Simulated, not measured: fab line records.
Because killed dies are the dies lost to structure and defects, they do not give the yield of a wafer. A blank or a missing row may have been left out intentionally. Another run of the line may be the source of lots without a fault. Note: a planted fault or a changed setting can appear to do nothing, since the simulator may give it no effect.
Lot-split experiment || flow sfq line || 5 lots, 23 wafers read, on a route of 325 steps

SPLIT DETAILS
At SFQ_TRILAYER_I1_VIA_LITHO_COAT_049 (resist thk 650 nm), the setting spin rpm was moved away from the recipe's 3000 rpm on 6 of the 23 wafers read, by -7.3% to -1.9%. This setting was run at the recipe's value on the other wafers.

Between the split and the reading, the file records no step.

THE READING
KrF_of_TRILAYER_I1_VIA_LITHO_COAT_049.thk nm (the simulator's own value, which no gauge read), in nm, at SFQ_TRILAYER_I1_VIA_BARC_OPEN_VIA_ETCH_071 (etches BARC in O2, target depth 125 nm, time 41.7 s). No usual value for it is given in the file. Across the 17 wafers here that went through the recipe, the average is 576.4 nm and the standard deviation 2.9 nm.

{"wafer": "L076.1", "tool, chamber at the split": "litho track-01, 0", "spin rpm as run, rpm": 2943, "against the recipe": "-1.9%", "KrF_of_TRILAYER_I1_VIA_LITHO_COAT_049.thk nm, nm": 581.6, "against lot-mates on the recipe": "+1.1"}
{"wafer": "L076.2", "tool, chamber at the split": "litho track-01, 0", "spin rpm as run, rpm": 3000, "against the recipe": "recipe", "KrF_of_TRILAYER_I1_VIA_LITHO_COAT_049.thk nm, nm": 579.9, "against lot-mates on the recipe": "-"}
{"wafer": "L076.4", "tool, chamber at the split": "litho track-01, 0", "spin rpm as run, rpm": 2943, "against the recipe": "-1.9%", "KrF_of_TRILAYER_I1_VIA_LITHO_COAT_049.thk nm, nm": 583.7, "against lot-mates on the recipe": "+3.2"}
{"wafer": "L076.5", "tool, chamber at the split": "litho track-01, 0", "spin rpm as run, rpm": 2943, "against the recipe": "-1.9%", "KrF_of_TRILAYER_I1_VIA_LITHO_COAT_049.thk nm, nm": 579.9, "against lot-mates on the recipe": -0.6}
{"wafer": "L076.6", "tool, chamber at the split": "litho track-01, 0", "spin rpm as run, rpm": 3000, "against the recipe": "recipe", "KrF_of_TRILAYER_I1_VIA_LITHO_COAT_049.thk nm, nm": 581.2, "against lot-mates on the recipe": "-"}
{"wafer": "L078.1", "tool, chamber at the split": "litho track-01, 0", "spin rpm as run, rpm": 3000, "against the recipe": "recipe", "KrF_of_TRILAYER_I1_VIA_LITHO_COAT_049.thk nm, nm": 580.4, "against lot-mates on the recipe": "-"}
{"wafer": "L078.2", "tool, chamber at the split": "litho track-01, 0", "spin rpm as run, rpm": 3000, "against the recipe": "recipe", "KrF_of_TRILAYER_I1_VIA_LITHO_COAT_049.thk nm, nm": 580.5, "against lot-mates on the recipe": "-"}
{"wafer": "L078.3", "tool, chamber at the split": "litho track-01, 0", "spin rpm as run, rpm": 3000, "against the recipe": "recipe", "KrF_of_TRILAYER_I1_VIA_LITHO_COAT_049.thk nm, nm": 574.2, "against lot-mates on the recipe": "-"}
{"wafer": "L078.4", "tool, chamber at the split": "litho track-01, 0", "spin rpm as run, rpm": 3000, "against the recipe": "recipe", "KrF_of_TRILAYER_I1_VIA_LITHO_COAT_049.thk nm, nm": 573.9, "against lot-mates on the recipe": "-"}
{"wafer": "L078.5", "tool, chamber at the split": "litho track-01, 0", "spin rpm as run, rpm": 3000, "against the recipe": "recipe", "KrF_of_TRILAYER_I1_VIA_LITHO_COAT_049.thk nm, nm": 580.6, "against lot-mates on the recipe": "-"}
{"wafer": "L079.1", "tool, chamber at the split": "litho track-03, 0", "spin rpm as run, rpm": 3000, "against the recipe": "recipe", "KrF_of_TRILAYER_I1_VIA_LITHO_COAT_049.thk nm, nm": 571.8, "against lot-mates on the recipe": "-"}
{"wafer": "L079.2", "tool, chamber at the split": "litho track-03, 0", "spin rpm as run, rpm": 3000, "against the recipe": "recipe", "KrF_of_TRILAYER_I1_VIA_LITHO_COAT_049.thk nm, nm": 574.6, "against lot-mates on the recipe": "-"}
{"wafer": "L079.3", "tool, chamber at the split": "litho track-03, 0", "spin rpm as run, rpm": 3000, "against the recipe": "recipe", "KrF_of_TRILAYER_I1_VIA_LITHO_COAT_049.thk nm, nm": 574.3, "against lot-mates on the recipe": "-"}
{"wafer": "L079.4", "tool, chamber at the split": "litho track-03, 0", "spin rpm as run, rpm": 3000, "against the recipe": "recipe", "KrF_of_TRILAYER_I1_VIA_LITHO_COAT_049.thk nm, nm": 575.3, "against lot-mates on the recipe": "-"}
{"wafer": "L079.5", "tool, chamber at the split": "litho track-03, 0", "spin rpm as run, rpm": 3000, "against the recipe": "recipe", "KrF_of_TRILAYER_I1_VIA_LITHO_COAT_049.thk nm, nm": 573.1, "against lot-mates on the recipe": "-"}
{"wafer": "L080.2", "tool, chamber at the split": "litho track-01, 0", "spin rpm as run, rpm": 3000, "against the recipe": "recipe", "KrF_of_TRILAYER_I1_VIA_LITHO_COAT_049.thk nm, nm": 576.5, "against lot-mates on the recipe": "-"}
{"wafer": "L080.3", "tool, chamber at the split": "litho track-01, 0", "spin rpm as run, rpm": 3000, "against the recipe": "recipe", "KrF_of_TRILAYER_I1_VIA_LITHO_COAT_049.thk nm, nm": 576.9, "against lot-mates on the recipe": "-"}
{"wafer": "L080.6", "tool, chamber at the split": "litho track-01, 0", "spin rpm as run, rpm": 3000, "against the recipe": "recipe", "KrF_of_TRILAYER_I1_VIA_LITHO_COAT_049.thk nm, nm": 576.2, "against lot-mates on the recipe": "-"}
{"wafer": "L081.1", "tool, chamber at the split": "litho track-01, 0", "spin rpm as run, rpm": 2781, "against the recipe": "-7.3%", "KrF_of_TRILAYER_I1_VIA_LITHO_COAT_049.thk nm, nm": 595.2, "against lot-mates on the recipe": "+20.3"}
{"wafer": "L081.2", "tool, chamber at the split": "litho track-01, 0", "spin rpm as run, rpm": 3000, "against the recipe": "recipe", "KrF_of_TRILAYER_I1_VIA_LITHO_COAT_049.thk nm, nm": 574.7, "against lot-mates on the recipe": "-"}
{"wafer": "L081.3", "tool, chamber at the split": "litho track-01, 0", "spin rpm as run, rpm": 3000, "against the recipe": "recipe", "KrF_of_TRILAYER_I1_VIA_LITHO_COAT_049.thk nm, nm": 575.1, "against lot-mates on the recipe": "-"}
{"wafer": "L081.4", "tool, chamber at the split": "litho track-01, 0", "spin rpm as run, rpm": 2781, "against the recipe": "-7.3%", "KrF_of_TRILAYER_I1_VIA_LITHO_COAT_049.thk nm, nm": 596, "against lot-mates on the recipe": "+21.1"}
{"wafer": "L081.6", "tool, chamber at the split": "litho track-01, 0", "spin rpm as run, rpm": 2781, "against the recipe": "-7.3%", "KrF_of_TRILAYER_I1_VIA_LITHO_COAT_049.thk nm, nm": 598.6, "against lot-mates on the recipe": "+23.7"}

FIT RESULTS
A straight line over all 23 wafers: KrF_of_TRILAYER_I1_VIA_LITHO_COAT_049.thk nm changes by -2.76 nm for each +1% of spin rpm; r = -0.93; the points scatter about the line by 2.7 nm.
The same after taking each lot's own level away (the mean of its wafers on the recipe; 23 wafers): -2.9 nm for each +1%; r = -0.95; scatter 2.4 nm.
On that fit, the largest move of spin rpm shifts the reading by 21 nm.
The span of the lots' own levels, 573.82 to 580.55 nm, comes to 2.3 times the standard deviation stated above.
The two slopes are in agreement: the lot-to-lot level therefore moves the slope only a little.
Check: +20.9 nm against its lot-mates is what the line predicts for one of the wafers moved furthest among these (-7.3%) when that wafer is left out of the fit. It came out at +20.3 nm against them.

THE WHOLE CHAIN: every reading that the file lists as answering this split, in the file's order
{"step": "SFQ_TRILAYER_I1_VIA_LITHO_COAT_049", "what it does": "resist thk 650 nm", "reading": "KrF_of_TRILAYER_I1_VIA_LITHO_COAT_049.thk nm (the simulator's own value, which no gauge read)", "change (the file's fit)": "-2.97 nm for each +1% of the setting", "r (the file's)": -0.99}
{"step": "SFQ_TRILAYER_I1_VIA_BARC_OPEN_VIA_ETCH_071", "what it does": "etches BARC in O2, target depth 125 nm, time 41.7 s", "reading": "KrF_of_TRILAYER_I1_VIA_LITHO_COAT_049.thk nm (the simulator's own value, which no gauge read)", "change (the file's fit)": "-2.82 nm for each +1% of the setting", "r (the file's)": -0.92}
{"step": "SFQ_TRILAYER_I1_VIA_ETCH_VIA_ETCH_052", "what it does": "etches SiO2 in CHF3, stops on Nb, target depth 260 nm", "reading": "KrF_of_TRILAYER_I1_VIA_LITHO_COAT_049.thk nm (the simulator's own value, which no gauge read)", "change (the file's fit)": "-2.99 nm for each +1% of the setting, in a fit together with source w@TRILAYER_I1_VIA_BARC_OPEN_VIA_ETCH_071", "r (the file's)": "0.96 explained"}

FILE'S OWN FIT
KrF_of_TRILAYER_I1_VIA_LITHO_COAT_049.thk nm changes by -2.82 nm for each +1% of spin rpm, r = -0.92.
